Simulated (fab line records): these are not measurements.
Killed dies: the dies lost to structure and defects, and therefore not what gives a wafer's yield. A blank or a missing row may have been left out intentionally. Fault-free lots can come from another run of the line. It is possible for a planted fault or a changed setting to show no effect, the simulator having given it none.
fab line records :: flow sky130
record
  lots=13
  wafers=39
  lastDay=50
route steps=708 shown LDD_LDN@299 POLY_CUT@315 RES_XHIGH@360 LI_CONTACT@375
lots that met no fault: taken from a fault-free run of the same line
startH: start of the lot's first displayed wafer, in hours after the record's first day :: waitH: hours elapsed since this lot's preceding step :: " same as the row above :: L1.1+2: a single row standing in for several wafers :: - either no value or no given start :: * or withheld: withheld :: < > ~ a bound
route shown NAME@n: names a module that has steps shown in the file, with the first one's number in the route :: usual: mean/standard deviation of fault-free wafers :: same: alike in all rows :: chamber/n: place in a boat :: sites: the reading at each site :: _std_site: standard deviation of those values :: _edge_site: inner sites' mean taken away from outer sites' mean :: radiusMm: for every site, how far away it sits from the centre of the wafer :: mask NAME#n: copy n :: behind: the most recent tool/chamber to have shaped the wafer :: hold: why the lot went on hold/how many hours it stayed there/how the hold came to an end :: device: names the non-switching transistor (n, p or np) :: end of line: the tests these same wafers got at the end of their route :: where a step has no rows: the recipe by itself :: killed: at the first sort, the dies lost to defects and structure; wafer yield is something else :: map: dies across one wafer; x = killed, . = not, _ = none there
set.NAME: the setting that was run; set.NAME@STEP: the one run at that earlier step :: model.NAME: the simulator's own value behind a step, which no gauge read
steps of the route over a sample of lots; a table a step, a row a wafer
services: the hour from which a tool's chamber was out of use, counted from the record's first day as startH (under 0 if before that day), plus the number of hours and why
## steps
# step SKY_LDD_LDN_IMPLANT_10
# recipe
  species=As
  energyKev=15
  doseCm2=1.25e+13
  tiltDeg=withheld
  rotationDeg=203
# usual
  doseIonsCm2=1.2503e+13/1.2e+10
  faradayCurrentUA=70.4/1.4
lot.wafer: L978.2
tool: implanter-03
chamber: 0
startH: 518.72
waitH: 0.1
doseIonsCm2: 1.248e+13
faradayCurrentUA: 69.5

lot.wafer: L978.3
tool: implanter-03
chamber: 0
startH: 518.72
waitH: 0.1
doseIonsCm2: 1.2496e+13
faradayCurrentUA: 68.5

lot.wafer: L978.6
tool: implanter-03
chamber: 0
startH: 518.72
waitH: 0.1
doseIonsCm2: 1.2479e+13
faradayCurrentUA: 69.2

lot.wafer: L980.1
tool: implanter-03
chamber: 0
startH: 537.76
waitH: 0.1
doseIonsCm2: 1.2516e+13
faradayCurrentUA: 70.8

lot.wafer: L980.4
tool: implanter-03
chamber: 0
startH: 537.76
waitH: 0.1
doseIonsCm2: 1.2501e+13
faradayCurrentUA: 69.5

lot.wafer: L980.5
tool: implanter-03
chamber: 0
startH: 537.76
waitH: 0.1
doseIonsCm2: 1.2485e+13
faradayCurrentUA: 69.0

lot.wafer: L982.1
tool: implanter-03
chamber: 0
startH: 563.90
waitH: 0.1
doseIonsCm2: 1.2476e+13
faradayCurrentUA: 69.2

lot.wafer: L982.2
tool: implanter-03
chamber: 0
startH: 563.90
waitH: 0.1
doseIonsCm2: 1.2512e+13
faradayCurrentUA: 70.5

lot.wafer: L982.3
tool: implanter-03
chamber: 0
startH: 563.90
waitH: 0.1
doseIonsCm2: 1.2497e+13
faradayCurrentUA: 71.5

lot.wafer: L983.4
tool: implanter-04
chamber: 0
startH: 570.47
waitH: 0.1
doseIonsCm2: 1.2514e+13
faradayCurrentUA: 70.1

lot.wafer: L983.5
tool: implanter-04
chamber: 0
startH: 570.47
waitH: 0.1
doseIonsCm2: 1.2502e+13
faradayCurrentUA: 70.7

lot.wafer: L983.6
tool: implanter-04
chamber: 0
startH: 570.47
waitH: 0.1
doseIonsCm2: 1.2512e+13
faradayCurrentUA: 73.2

lot.wafer: L986.1
tool: implanter-03
chamber: 0
startH: 601.73
waitH: 0.1
doseIonsCm2: 1.2495e+13
faradayCurrentUA: 69.7

lot.wafer: L986.3
tool: implanter-03
chamber: 0
startH: 601.73
waitH: 0.1
doseIonsCm2: 1.2519e+13
faradayCurrentUA: 70.3

lot.wafer: L986.6
tool: implanter-03
chamber: 0
startH: 601.73
waitH: 0.1
doseIonsCm2: 1.2492e+13
faradayCurrentUA: 69.9

lot.wafer: L990.3
tool: implanter-03
chamber: 0
startH: 631.70
waitH: 0.1
doseIonsCm2: 1.2516e+13
faradayCurrentUA: 68.6

lot.wafer: L990.5
tool: implanter-03
chamber: 0
startH: 631.70
waitH: 0.1
doseIonsCm2: 1.25e+13
faradayCurrentUA: 71.9

lot.wafer: L990.6
tool: implanter-03
chamber: 0
startH: 631.70
waitH: 0.1
doseIonsCm2: 1.2511e+13
faradayCurrentUA: 70.3

lot.wafer: L993.1
tool: implanter-03
chamber: 0
startH: 650.48
waitH: 0.1
doseIonsCm2: 2.0733e+13
faradayCurrentUA: 122.0

lot.wafer: L993.5
tool: implanter-03
chamber: 0
startH: 650.48
waitH: 0.1
doseIonsCm2: 2.0752e+13
faradayCurrentUA: 120.8

lot.wafer: L993.6
tool: implanter-03
chamber: 0
startH: 650.48
waitH: 0.1
doseIonsCm2: 2.0744e+13
faradayCurrentUA: 118.6

lot.wafer: L994.2
tool: implanter-03
chamber: 0
startH: 661.89
waitH: 0.1
doseIonsCm2: 2.0723e+13
faradayCurrentUA: 120.1

lot.wafer: L994.3
tool: implanter-03
chamber: 0
startH: 661.89
waitH: 0.1
doseIonsCm2: 2.0728e+13
faradayCurrentUA: 116.7

lot.wafer: L994.4
tool: implanter-03
chamber: 0
startH: 661.89
waitH: 0.1
doseIonsCm2: 2.0765e+13
faradayCurrentUA: 116.4

lot.wafer: L996.1
tool: implanter-02
chamber: 0
startH: 673.56
waitH: 0.1
doseIonsCm2: 1.2498e+13
faradayCurrentUA: 72.6

lot.wafer: L996.3
tool: implanter-02
chamber: 0
startH: 673.56
waitH: 0.1
doseIonsCm2: 1.2499e+13
faradayCurrentUA: 69.1

lot.wafer: L996.6
tool: implanter-02
chamber: 0
startH: 673.56
waitH: 0.1
doseIonsCm2: 1.2503e+13
faradayCurrentUA: 68.6

lot.wafer: L997.1
tool: implanter-02
chamber: 0
startH: 682.06
waitH: 0.1
doseIonsCm2: 1.2509e+13
faradayCurrentUA: 69.9

lot.wafer: L997.2
tool: implanter-02
chamber: 0
startH: 682.06
waitH: 0.1
doseIonsCm2: 1.2513e+13
faradayCurrentUA: 69.0

lot.wafer: L997.3
tool: implanter-02
chamber: 0
startH: 682.06
waitH: 0.1
doseIonsCm2: 1.249e+13
faradayCurrentUA: 67.6

lot.wafer: L999.3
tool: implanter-04
chamber: 0
startH: 696.25
waitH: 0.1
doseIonsCm2: 1.2511e+13
faradayCurrentUA: 71.4

lot.wafer: L999.5
tool: implanter-04
chamber: 0
startH: 696.25
waitH: 0.1
doseIonsCm2: 1.2491e+13
faradayCurrentUA: 70.6

lot.wafer: L999.6
tool: implanter-04
chamber: 0
startH: 696.25
waitH: 0.1
doseIonsCm2: 1.2482e+13
faradayCurrentUA: 71.0

lot.wafer: L100.2
tool: implanter-04
chamber: 0
startH: 704.91
waitH: 0.1
doseIonsCm2: 1.2503e+13
faradayCurrentUA: 69.9

lot.wafer: L100.4
tool: implanter-04
chamber: 0
startH: 704.91
waitH: 0.1
doseIonsCm2: 1.2512e+13
faradayCurrentUA: 69.7

lot.wafer: L100.5
tool: implanter-04
chamber: 0
startH: 704.91
waitH: 0.1
doseIonsCm2: 1.2523e+13
faradayCurrentUA: 72.4

lot.wafer: L101.2
tool: implanter-02
chamber: 0
startH: 710.75
waitH: 0.1
doseIonsCm2: 1.2506e+13
faradayCurrentUA: 67.6

lot.wafer: L101.4
tool: implanter-02
chamber: 0
startH: 710.75
waitH: 0.1
doseIonsCm2: 1.2521e+13
faradayCurrentUA: 67.9

lot.wafer: L101.6
tool: implanter-02
chamber: 0
startH: 710.75
waitH: 0.1
doseIonsCm2: 1.2501e+13
faradayCurrentUA: 72.1
# step SKY_LDD_LDN_TW_MEAS_13
# usual
  LDD_LDN_TW=1477/7
lot.wafer: L978.2
tool: filmMetro-04
chamber: -
startH: 519.11
waitH: 0.1
LDD_LDN_TW: 1492

lot.wafer: L978.3
tool: filmMetro-04
chamber: -
startH: 519.11
waitH: 0.1
LDD_LDN_TW: 1484

lot.wafer: L978.6
tool: filmMetro-04
chamber: -
startH: 519.11
waitH: 0.1
LDD_LDN_TW: 1487

lot.wafer: L980.1
tool: filmMetro-01
chamber: -
startH: 538.16
waitH: 0.1
LDD_LDN_TW: 1483

lot.wafer: L980.4
tool: filmMetro-01
chamber: -
startH: 538.16
waitH: 0.1
LDD_LDN_TW: 1487

lot.wafer: L980.5
tool: filmMetro-01
chamber: -
startH: 538.16
waitH: 0.1
LDD_LDN_TW: 1484

lot.wafer: L982.1
tool: filmMetro-03
chamber: -
startH: 564.30
waitH: 0.1
LDD_LDN_TW: 1481

lot.wafer: L982.2
tool: filmMetro-03
chamber: -
startH: 564.30
waitH: 0.1
LDD_LDN_TW: 1486

lot.wafer: L982.3
tool: filmMetro-03
chamber: -
startH: 564.30
waitH: 0.1
LDD_LDN_TW: 1480

lot.wafer: L983.4
tool: filmMetro-01
chamber: -
startH: 570.83
waitH: 0.1
LDD_LDN_TW: 1477

lot.wafer: L983.5
tool: filmMetro-01
chamber: -
startH: 570.83
waitH: 0.1
LDD_LDN_TW: 1485

lot.wafer: L983.6
tool: filmMetro-01
chamber: -
startH: 570.83
waitH: 0.1
LDD_LDN_TW: 1484

lot.wafer: L986.1
tool: filmMetro-04
chamber: -
startH: 602.13
waitH: 0.1
LDD_LDN_TW: 1466

lot.wafer: L986.3
tool: filmMetro-04
chamber: -
startH: 602.13
waitH: 0.1
LDD_LDN_TW: 1477

lot.wafer: L986.6
tool: filmMetro-04
chamber: -
startH: 602.13
waitH: 0.1
LDD_LDN_TW: 1470

lot.wafer: L990.3
tool: filmMetro-03
chamber: -
startH: 632.07
waitH: 0.1
LDD_LDN_TW: 1471

lot.wafer: L990.5
tool: filmMetro-03
chamber: -
startH: 632.07
waitH: 0.1
LDD_LDN_TW: 1481

lot.wafer: L990.6
tool: filmMetro-03
chamber: -
startH: 632.07
waitH: 0.1
LDD_LDN_TW: 1474

lot.wafer: L993.1
tool: filmMetro-04
chamber: -
startH: 650.88
waitH: 0.1
LDD_LDN_TW: 1547

lot.wafer: L993.5
tool: filmMetro-04
chamber: -
startH: 650.88
waitH: 0.1
LDD_LDN_TW: 1553

lot.wafer: L993.6
tool: filmMetro-04
chamber: -
startH: 650.88
waitH: 0.1
LDD_LDN_TW: 1547

lot.wafer: L994.2
tool: filmMetro-03
chamber: -
startH: 662.27
waitH: 0.1
LDD_LDN_TW: 1546

lot.wafer: L994.3
tool: filmMetro-03
chamber: -
startH: 662.27
waitH: 0.1
LDD_LDN_TW: 1540

lot.wafer: L994.4
tool: filmMetro-03
chamber: -
startH: 662.27
waitH: 0.1
LDD_LDN_TW: 1541

lot.wafer: L996.1
tool: filmMetro-03
chamber: -
startH: 673.96
waitH: 0.1
LDD_LDN_TW: 1472

lot.wafer: L996.3
tool: filmMetro-03
chamber: -
startH: 673.96
waitH: 0.1
LDD_LDN_TW: 1469

lot.wafer: L996.6
tool: filmMetro-03
chamber: -
startH: 673.96
waitH: 0.1
LDD_LDN_TW: 1465

lot.wafer: L997.1
tool: filmMetro-01
chamber: -
startH: 682.46
waitH: 0.1
LDD_LDN_TW: 1464

lot.wafer: L997.2
tool: filmMetro-01
chamber: -
startH: 682.46
waitH: 0.1
LDD_LDN_TW: 1468

lot.wafer: L997.3
tool: filmMetro-01
chamber: -
startH: 682.46
waitH: 0.1
LDD_LDN_TW: 1471

lot.wafer: L999.3
tool: filmMetro-01
chamber: -
startH: 696.62
waitH: 0.1
LDD_LDN_TW: 1483

lot.wafer: L999.5
tool: filmMetro-01
chamber: -
startH: 696.62
waitH: 0.1
LDD_LDN_TW: 1487

lot.wafer: L999.6
tool: filmMetro-01
chamber: -
startH: 696.62
waitH: 0.1
LDD_LDN_TW: 1481

lot.wafer: L100.2
tool: filmMetro-01
chamber: -
startH: 705.29
waitH: 0.1
LDD_LDN_TW: 1486

lot.wafer: L100.4
tool: filmMetro-01
chamber: -
startH: 705.29
waitH: 0.1
LDD_LDN_TW: 1482

lot.wafer: L100.5
tool: filmMetro-01
chamber: -
startH: 705.29
waitH: 0.1
LDD_LDN_TW: 1481

lot.wafer: L101.2
tool: filmMetro-04
chamber: -
startH: 711.14
waitH: 0.1
LDD_LDN_TW: 1479

lot.wafer: L101.4
tool: filmMetro-04
chamber: -
startH: 711.14
waitH: 0.1
LDD_LDN_TW: 1470

lot.wafer: L101.6
tool: filmMetro-04
chamber: -
startH: 711.14
waitH: 0.1
LDD_LDN_TW: 1477
# step SKY_POLY_CUT_CD_MEAS_08
# recipe
  targetCdNm=270
# usual
  cdNm=270.0/1.3
lot.wafer: L978.2
tool: cdSem-02
chamber: -
startH: 552.41
waitH: -
cdNm: 270.4

lot.wafer: L978.3
tool: cdSem-02
chamber: -
startH: 552.41
waitH: -
cdNm: 269.9

lot.wafer: L978.6
tool: cdSem-02
chamber: -
startH: 552.41
waitH: -
cdNm: 269.5

lot.wafer: L980.1
tool: cdSem-01
chamber: -
startH: 570.14
waitH: -
cdNm: 269.5

lot.wafer: L980.4
tool: cdSem-01
chamber: -
startH: 570.14
waitH: -
cdNm: 269.4

lot.wafer: L980.5
tool: cdSem-01
chamber: -
startH: 570.14
waitH: -
cdNm: 269.3

lot.wafer: L982.1
tool: cdSem-02
chamber: -
startH: 595.14
waitH: -
cdNm: 269.9

lot.wafer: L982.2
tool: cdSem-02
chamber: -
startH: 595.14
waitH: -
cdNm: 270.9

lot.wafer: L982.3
tool: cdSem-02
chamber: -
startH: 595.14
waitH: -
cdNm: 270.3

lot.wafer: L983.4
tool: cdSem-02
chamber: -
startH: 601.24
waitH: -
cdNm: 268.3

lot.wafer: L983.5
tool: cdSem-02
chamber: -
startH: 601.24
waitH: -
cdNm: 268.8

lot.wafer: L983.6
tool: cdSem-02
chamber: -
startH: 601.24
waitH: -
cdNm: 268.5

lot.wafer: L986.1
tool: cdSem-01
chamber: -
startH: 632.74
waitH: -
cdNm: 271.4

lot.wafer: L986.3
tool: cdSem-01
chamber: -
startH: 632.74
waitH: -
cdNm: 271.2

lot.wafer: L986.6
tool: cdSem-01
chamber: -
startH: 632.74
waitH: -
cdNm: 271.0

lot.wafer: L990.3
tool: cdSem-01
chamber: -
startH: 662.48
waitH: -
cdNm: 272.3

lot.wafer: L990.5
tool: cdSem-01
chamber: -
startH: 662.48
waitH: -
cdNm: 269.8

lot.wafer: L990.6
tool: cdSem-01
chamber: -
startH: 662.48
waitH: -
cdNm: 270.4

lot.wafer: L993.1
tool: cdSem-02
chamber: -
startH: 681.09
waitH: -
cdNm: 272.6

lot.wafer: L993.5
tool: cdSem-02
chamber: -
startH: 681.09
waitH: -
cdNm: 270.3

lot.wafer: L993.6
tool: cdSem-02
chamber: -
startH: 681.09
waitH: -
cdNm: 269.9

lot.wafer: L994.2
tool: cdSem-02
chamber: -
startH: 694.41
waitH: -
cdNm: 272.3

lot.wafer: L994.3
tool: cdSem-02
chamber: -
startH: 694.41
waitH: -
cdNm: 273.5

lot.wafer: L994.4
tool: cdSem-02
chamber: -
startH: 694.41
waitH: -
cdNm: 272.9

lot.wafer: L996.1
tool: cdSem-02
chamber: -
startH: 703.15
waitH: -
cdNm: 269.2

lot.wafer: L996.3
tool: cdSem-02
chamber: -
startH: 703.15
waitH: -
cdNm: 269.2

lot.wafer: L996.6
tool: cdSem-02
chamber: -
startH: 703.15
waitH: -
cdNm: 270.2

lot.wafer: L997.1
tool: cdSem-02
chamber: -
startH: 713.04
waitH: -
cdNm: 271.6

lot.wafer: L997.2
tool: cdSem-02
chamber: -
startH: 713.04
waitH: -
cdNm: 270.9

lot.wafer: L997.3
tool: cdSem-02
chamber: -
startH: 713.04
waitH: -
cdNm: 269.6

lot.wafer: L999.3
tool: cdSem-02
chamber: -
startH: 726.92
waitH: -
cdNm: 270.8

lot.wafer: L999.5
tool: cdSem-02
chamber: -
startH: 726.92
waitH: -
cdNm: 269.7

lot.wafer: L999.6
tool: cdSem-02
chamber: -
startH: 726.92
waitH: -
cdNm: 271.5

lot.wafer: L100.2
tool: cdSem-01
chamber: -
startH: 736.21
waitH: -
cdNm: 270.5

lot.wafer: L100.4
tool: cdSem-01
chamber: -
startH: 736.21
waitH: -
cdNm: 270.4

lot.wafer: L100.5
tool: cdSem-01
chamber: -
startH: 736.21
waitH: -
cdNm: 270.1

lot.wafer: L101.2
tool: cdSem-02
chamber: -
startH: 739.71
waitH: -
cdNm: 270.0

lot.wafer: L101.4
tool: cdSem-02
chamber: -
startH: 739.71
waitH: -
cdNm: 271.0

lot.wafer: L101.6
tool: cdSem-02
chamber: -
startH: 739.71
waitH: -
cdNm: 270.5
# step SKY_SD_N_RS_MEAS_18
# recipe
  thkMeasGauge=four-point-probe
# usual
  RES_XHIGH_RS=333.6/1.2
lot.wafer: L978.2
tool: filmMetro-03
chamber: -
startH: 641.04
waitH: 0.1
RES_XHIGH_RS[ohm/sq]: 332.9

lot.wafer: L978.3
tool: filmMetro-03
chamber: -
startH: 641.04
waitH: 0.1
RES_XHIGH_RS[ohm/sq]: 334.4

lot.wafer: L978.6
tool: filmMetro-03
chamber: -
startH: 641.04
waitH: 0.1
RES_XHIGH_RS[ohm/sq]: 333.3

lot.wafer: L980.1
tool: filmMetro-02
chamber: -
startH: 658.97
waitH: 0.1
RES_XHIGH_RS[ohm/sq]: 332.3

lot.wafer: L980.4
tool: filmMetro-02
chamber: -
startH: 658.97
waitH: 0.1
RES_XHIGH_RS[ohm/sq]: 333.9

lot.wafer: L980.5
tool: filmMetro-02
chamber: -
startH: 658.97
waitH: 0.1
RES_XHIGH_RS[ohm/sq]: 333.0

lot.wafer: L982.1
tool: filmMetro-01
chamber: -
startH: 683.11
waitH: 0.1
RES_XHIGH_RS[ohm/sq]: 332.9

lot.wafer: L982.2
tool: filmMetro-01
chamber: -
startH: 683.11
waitH: 0.1
RES_XHIGH_RS[ohm/sq]: 333.1

lot.wafer: L982.3
tool: filmMetro-01
chamber: -
startH: 683.11
waitH: 0.1
RES_XHIGH_RS[ohm/sq]: 333.5

lot.wafer: L983.4
tool: filmMetro-01
chamber: -
startH: 688.25
waitH: 0.1
RES_XHIGH_RS[ohm/sq]: 333.0

lot.wafer: L983.5
tool: filmMetro-01
chamber: -
startH: 688.25
waitH: 0.1
RES_XHIGH_RS[ohm/sq]: 332.9

lot.wafer: L983.6
tool: filmMetro-01
chamber: -
startH: 688.25
waitH: 0.1
RES_XHIGH_RS[ohm/sq]: 333.3

lot.wafer: L986.1
tool: filmMetro-01
chamber: -
startH: 719.29
waitH: 0.1
RES_XHIGH_RS[ohm/sq]: 335.1

lot.wafer: L986.3
tool: filmMetro-01
chamber: -
startH: 719.29
waitH: 0.1
RES_XHIGH_RS[ohm/sq]: 334.8

lot.wafer: L986.6
tool: filmMetro-01
chamber: -
startH: 719.29
waitH: 0.1
RES_XHIGH_RS[ohm/sq]: 333.5

lot.wafer: L990.3
tool: filmMetro-02
chamber: -
startH: 747.46
waitH: 0.1
RES_XHIGH_RS[ohm/sq]: 333.9

lot.wafer: L990.5
tool: filmMetro-02
chamber: -
startH: 747.46
waitH: 0.1
RES_XHIGH_RS[ohm/sq]: 333.1

lot.wafer: L990.6
tool: filmMetro-02
chamber: -
startH: 747.46
waitH: 0.1
RES_XHIGH_RS[ohm/sq]: 332.9

lot.wafer: L993.1
tool: filmMetro-03
chamber: -
startH: 765.59
waitH: 0.1
RES_XHIGH_RS[ohm/sq]: 334.6

lot.wafer: L993.5
tool: filmMetro-03
chamber: -
startH: 765.59
waitH: 0.1
RES_XHIGH_RS[ohm/sq]: 334.7

lot.wafer: L993.6
tool: filmMetro-03
chamber: -
startH: 765.59
waitH: 0.1
RES_XHIGH_RS[ohm/sq]: 335.6

lot.wafer: L994.2
tool: filmMetro-02
chamber: -
startH: 778.48
waitH: 0.1
RES_XHIGH_RS[ohm/sq]: 332.3

lot.wafer: L994.3
tool: filmMetro-02
chamber: -
startH: 778.48
waitH: 0.1
RES_XHIGH_RS[ohm/sq]: 331.9

lot.wafer: L994.4
tool: filmMetro-02
chamber: -
startH: 778.48
waitH: 0.1
RES_XHIGH_RS[ohm/sq]: 330.9

lot.wafer: L996.1
tool: filmMetro-03
chamber: -
startH: 786.64
waitH: 0.1
RES_XHIGH_RS[ohm/sq]: 333.3

lot.wafer: L996.3
tool: filmMetro-03
chamber: -
startH: 786.64
waitH: 0.1
RES_XHIGH_RS[ohm/sq]: 332.6

lot.wafer: L996.6
tool: filmMetro-03
chamber: -
startH: 786.64
waitH: 0.1
RES_XHIGH_RS[ohm/sq]: 332.6

lot.wafer: L997.1
tool: filmMetro-03
chamber: -
startH: 795.79
waitH: 0.1
RES_XHIGH_RS[ohm/sq]: 333.9

lot.wafer: L997.2
tool: filmMetro-03
chamber: -
startH: 795.79
waitH: 0.1
RES_XHIGH_RS[ohm/sq]: 334.9

lot.wafer: L997.3
tool: filmMetro-03
chamber: -
startH: 795.79
waitH: 0.1
RES_XHIGH_RS[ohm/sq]: 335.5

lot.wafer: L999.3
tool: filmMetro-03
chamber: -
startH: 808.80
waitH: 0.1
RES_XHIGH_RS[ohm/sq]: 333.0

lot.wafer: L999.5
tool: filmMetro-03
chamber: -
startH: 808.80
waitH: 0.1
RES_XHIGH_RS[ohm/sq]: 333.4

lot.wafer: L999.6
tool: filmMetro-03
chamber: -
startH: 808.80
waitH: 0.1
RES_XHIGH_RS[ohm/sq]: 332.9

lot.wafer: L101.2
tool: filmMetro-01
chamber: -
startH: 820.03
waitH: 0.1
RES_XHIGH_RS[ohm/sq]: 332.8

lot.wafer: L101.4
tool: filmMetro-01
chamber: -
startH: 820.03
waitH: 0.1
RES_XHIGH_RS[ohm/sq]: 335.2

lot.wafer: L101.6
tool: filmMetro-01
chamber: -
startH: 820.03
waitH: 0.1
RES_XHIGH_RS[ohm/sq]: 333.4

lot.wafer: L100.2
tool: filmMetro-03
chamber: -
startH: 827.52
waitH: 0.1
RES_XHIGH_RS[ohm/sq]: 332.7

lot.wafer: L100.4
tool: filmMetro-03
chamber: -
startH: 827.52
waitH: 0.1
RES_XHIGH_RS[ohm/sq]: 332.9

lot.wafer: L100.5
tool: filmMetro-03
chamber: -
startH: 827.52
waitH: 0.1
RES_XHIGH_RS[ohm/sq]: 334.0
# step SKY_LI_CONTACT_OVL_MEAS_13
# usual
  LI_CONTACT_OVL=1/6.4
lot.wafer: L978.2
tool: overlay-01
chamber: -
startH: 669.52
waitH: 0.1
LI_CONTACT_OVL[nm]: 3

lot.wafer: L978.3
tool: overlay-01
chamber: -
startH: 669.52
waitH: 0.1
LI_CONTACT_OVL[nm]: 1

lot.wafer: L978.6
tool: overlay-01
chamber: -
startH: 669.52
waitH: 0.1
LI_CONTACT_OVL[nm]: 11

lot.wafer: L980.1
tool: overlay-02
chamber: -
startH: 688.08
waitH: 0.1
LI_CONTACT_OVL[nm]: 3

lot.wafer: L980.4
tool: overlay-02
chamber: -
startH: 688.08
waitH: 0.1
LI_CONTACT_OVL[nm]: 7

lot.wafer: L980.5
tool: overlay-02
chamber: -
startH: 688.08
waitH: 0.1
LI_CONTACT_OVL[nm]: -1

lot.wafer: L982.1
tool: overlay-01
chamber: -
startH: 711.15
waitH: 0.1
LI_CONTACT_OVL[nm]: 11

lot.wafer: L982.2
tool: overlay-01
chamber: -
startH: 711.15
waitH: 0.1
LI_CONTACT_OVL[nm]: -1

lot.wafer: L982.3
tool: overlay-01
chamber: -
startH: 711.15
waitH: 0.1
LI_CONTACT_OVL[nm]: 15

lot.wafer: L983.4
tool: overlay-01
chamber: -
startH: 716.68
waitH: 0.1
LI_CONTACT_OVL[nm]: -7

lot.wafer: L983.5
tool: overlay-01
chamber: -
startH: 716.68
waitH: 0.1
LI_CONTACT_OVL[nm]: 11

lot.wafer: L983.6
tool: overlay-01
chamber: -
startH: 716.68
waitH: 0.1
LI_CONTACT_OVL[nm]: -2

lot.wafer: L986.1
tool: overlay-02
chamber: -
startH: 747.91
waitH: 0.1
LI_CONTACT_OVL[nm]: 5

lot.wafer: L986.3
tool: overlay-02
chamber: -
startH: 747.91
waitH: 0.1
LI_CONTACT_OVL[nm]: 5

lot.wafer: L986.6
tool: overlay-02
chamber: -
startH: 747.91
waitH: 0.1
LI_CONTACT_OVL[nm]: -7

lot.wafer: L990.3
tool: overlay-02
chamber: -
startH: 774.76
waitH: 0.1
LI_CONTACT_OVL[nm]: -3

lot.wafer: L990.5
tool: overlay-02
chamber: -
startH: 774.76
waitH: 0.1
LI_CONTACT_OVL[nm]: -6

lot.wafer: L990.6
tool: overlay-02
chamber: -
startH: 774.76
waitH: 0.1
LI_CONTACT_OVL[nm]: 9

lot.wafer: L993.1
tool: overlay-01
chamber: -
startH: 793.16
waitH: 0.1
LI_CONTACT_OVL[nm]: 5

lot.wafer: L993.5
tool: overlay-01
chamber: -
startH: 793.16
waitH: 0.1
LI_CONTACT_OVL[nm]: 4

lot.wafer: L993.6
tool: overlay-01
chamber: -
startH: 793.16
waitH: 0.1
LI_CONTACT_OVL[nm]: -8

lot.wafer: L994.2
tool: overlay-01
chamber: -
startH: 805.65
waitH: 0.1
LI_CONTACT_OVL[nm]: 0

lot.wafer: L994.3
tool: overlay-01
chamber: -
startH: 805.65
waitH: 0.1
LI_CONTACT_OVL[nm]: 1

lot.wafer: L994.4
tool: overlay-01
chamber: -
startH: 805.65
waitH: 0.1
LI_CONTACT_OVL[nm]: -6

lot.wafer: L996.1
tool: overlay-02
chamber: -
startH: 813.71
waitH: 0.1
LI_CONTACT_OVL[nm]: 2

lot.wafer: L996.3
tool: overlay-02
chamber: -
startH: 813.71
waitH: 0.1
LI_CONTACT_OVL[nm]: 4

lot.wafer: L996.6
tool: overlay-02
chamber: -
startH: 813.71
waitH: 0.1
LI_CONTACT_OVL[nm]: -7

lot.wafer: L997.1
tool: overlay-02
chamber: -
startH: 822.15
waitH: 0.1
LI_CONTACT_OVL[nm]: -4

lot.wafer: L997.2
tool: overlay-02
chamber: -
startH: 822.15
waitH: 0.1
LI_CONTACT_OVL[nm]: 13

lot.wafer: L997.3
tool: overlay-02
chamber: -
startH: 822.15
waitH: 0.1
LI_CONTACT_OVL[nm]: -6

lot.wafer: L999.3
tool: overlay-02
chamber: -
startH: 835.38
waitH: 0.1
LI_CONTACT_OVL[nm]: 8

lot.wafer: L999.5
tool: overlay-02
chamber: -
startH: 835.38
waitH: 0.1
LI_CONTACT_OVL[nm]: 6

lot.wafer: L999.6
tool: overlay-02
chamber: -
startH: 835.38
waitH: 0.1
LI_CONTACT_OVL[nm]: 13

lot.wafer: L101.2
tool: overlay-02
chamber: -
startH: 847.57
waitH: 0.1
LI_CONTACT_OVL[nm]: 12

lot.wafer: L101.4
tool: overlay-02
chamber: -
startH: 847.57
waitH: 0.1
LI_CONTACT_OVL[nm]: 13

lot.wafer: L101.6
tool: overlay-02
chamber: -
startH: 847.57
waitH: 0.1
LI_CONTACT_OVL[nm]: 12

lot.wafer: L100.2
tool: overlay-01
chamber: -
startH: 854.17
waitH: 0.1
LI_CONTACT_OVL[nm]: 9

lot.wafer: L100.4
tool: overlay-01
chamber: -
startH: 854.17
waitH: 0.1
LI_CONTACT_OVL[nm]: 2

lot.wafer: L100.5
tool: overlay-01
chamber: -
startH: 854.17
waitH: 0.1
LI_CONTACT_OVL[nm]: 0
## services
tool: implanter-03
chamber: -
startH: 499.97
hours: 3.9
kind: pm

tool: implanter-04
chamber: -
startH: 532.81
hours: 34.6
kind: pm

tool: implanter-03
chamber: -
startH: 580.51
hours: 3.9
kind: repair

tool: implanter-04
chamber: -
startH: 629.12
hours: 5.3
kind: repair

tool: implanter-02
chamber: -
startH: 634.70
hours: 2.3
kind: repair

tool: implanter-04
chamber: -
startH: 652.85
hours: 12.7
kind: pm

tool: implanter-02
chamber: -
startH: 682.36
hours: 2.1
kind: pm

tool: implanter-04
chamber: -
startH: 707.55
hours: 6.5
kind: pm
## key
firstSign
  step=SKY_LDD_LDN_IMPLANT_10
  reading=doseIonsCm2
  direction=up
  sigmas=99+
  usual=*
  struck=*
effect
  step=SKY_LDD_LDN_IMPLANT_10
  reading=faradayCurrentUA
  direction=up
  sigmas=34
  usual=70.4
  struck=119.1
effect
  step=SKY_LDD_LDN_TW_MEAS_13
  reading=LDD_LDN_TW
  direction=up
  sigmas=9.8
  usual=1477
  struck=1546
metAt SKY_LDD_LDN_IMPLANT_10
struckLots L993,L994
testerLeftOut L993,L994
notActingAt SKY_POLY_CUT_CD_MEAS_08,SKY_SD_N_RS_MEAS_18,SKY_LI_CONTACT_OVL_MEAS_13
onsetBetween 631.70 650.48
fault
  kind=processParameterDrift
  tool=implanter-03
  chamber=-
  onsetH=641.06
  steps=SKY_LDD_LDN_IMPLANT_10
  channel=doseCm2
  offset=*
  shape=step
  endH=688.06
  actsIn=*
  stated=*
# testerLeftOut: of these lots the tester's yield and bins aren't shown, on N5 and GAA mostly nor the transistor test; their killed dies are dies lost to structure and defects alone, not to doping, threshold or leakage, so they don't give the yield
